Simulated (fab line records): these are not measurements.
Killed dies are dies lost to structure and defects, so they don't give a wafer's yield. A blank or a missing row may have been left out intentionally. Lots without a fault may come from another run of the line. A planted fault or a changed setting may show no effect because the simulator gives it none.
2 desks, one fault / flow sky130 / each desk holds nothing but its own numbers, with what lay behind them at the end

## AT THE TOOL OWNER'S DESK: rieDiel-03
The tool's own readings at SKY_PASSIVATION_ETCH_11 (etches the open film in CF4/O2, stops on AlCu, target depth 725 nm, time 161.1 s): means of the sampled wafers that have a number, for each lot that ran on this tool. If a lot's mean is further than 4 standard deviations from the usual mean, the lot is out of limits and carries the mark OUT (the distance appears in the brackets).
Columns: A = drypumpMotorCurrentA at SKY_PASSIVATION_ETCH_11, usual 5.8 A; B = oesProductAu at SKY_PASSIVATION_ETCH_11, usual 0.977 a.u.; C = throttleValvePct at SKY_PASSIVATION_ETCH_11, usual 5.964 %
lot=L745; first seen here=day 45 02:53; A=5.8; B=0.975; C=5.961
lot=L749; first seen here=day 45 23:35; A=5.8; B=0.856 (-18) OUT; C=5.927
lot=L756; first seen here=day 47 18:41; A=5.9; B=0.912 (-9.9) OUT; C=5.950
lot=L765; first seen here=day 49 19:38; A=5.9; B=0.972; C=5.972
lot=L766; first seen here=day 49 21:55; A=5.6; B=0.982; C=5.967
lot=L767; first seen here=day 50 02:52; A=5.8; B=0.981; C=5.965
This desk's finding: out of limits on L749, L756; first on L749, day 45 23:35 (oesProductAu at SKY_PASSIVATION_ETCH_11). L745, L765, L766, L767: within limits.

## THE METROLOGY DESK
What the gauges read, lot by lot, whatever tool the lot ran on: means of the sampled wafers that have a number. If a lot's mean is further than 4 standard deviations from the usual mean, the lot is out of limits and carries the mark OUT (the distance appears in the brackets).
Columns: A = PASSIVATION_CVD_02_THK at SKY_PASSIVATION_THK_MEAS_03, usual 541 nm
lot=L744; first seen here=day 43 13:52; A=550
lot=L745; first seen here=day 44 04:40; A=535
lot=L746; first seen here=day 44 05:43; A=543
lot=L749; first seen here=day 45 03:08; A=544
lot=L756; first seen here=day 46 23:57; A=538
lot=L757; first seen here=day 47 05:59; A=538
lot=L758; first seen here=day 47 09:02; A=536
lot=L760; first seen here=day 48 01:58; A=544
lot=L761; first seen here=day 48 09:19; A=541
lot=L764; first seen here=day 48 15:18; A=547
lot=L763; first seen here=day 48 15:25; A=543
lot=L765; first seen here=day 49 01:52; A=535
lot=L766; first seen here=day 49 04:44; A=540
lot=L767; first seen here=day 49 09:37; A=546
Result from this desk: across the 14 lots, nothing is out of limits.

## TAKEN TOGETHER
At day 45 23:35, on L749, L756, the tool owner's desk was in a position to raise an alarm.
From the metrology desk's view, nothing was out of limits.
The metrology desk holds a record of L749, L756, inside its limits.
All the named lots went through SKY_PASSIVATION_ETCH_11 on rieDiel-03.

## WHAT WAS PUT IN BY THE SIMULATOR
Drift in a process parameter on rieDiel-03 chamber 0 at SKY_PASSIVATION_ETCH_11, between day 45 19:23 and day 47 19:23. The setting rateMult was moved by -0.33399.
Struck lots among those shown: L749, L756.
Hours from the fault's start to each desk's first reading out of limits: the tool owner's desk, 4.
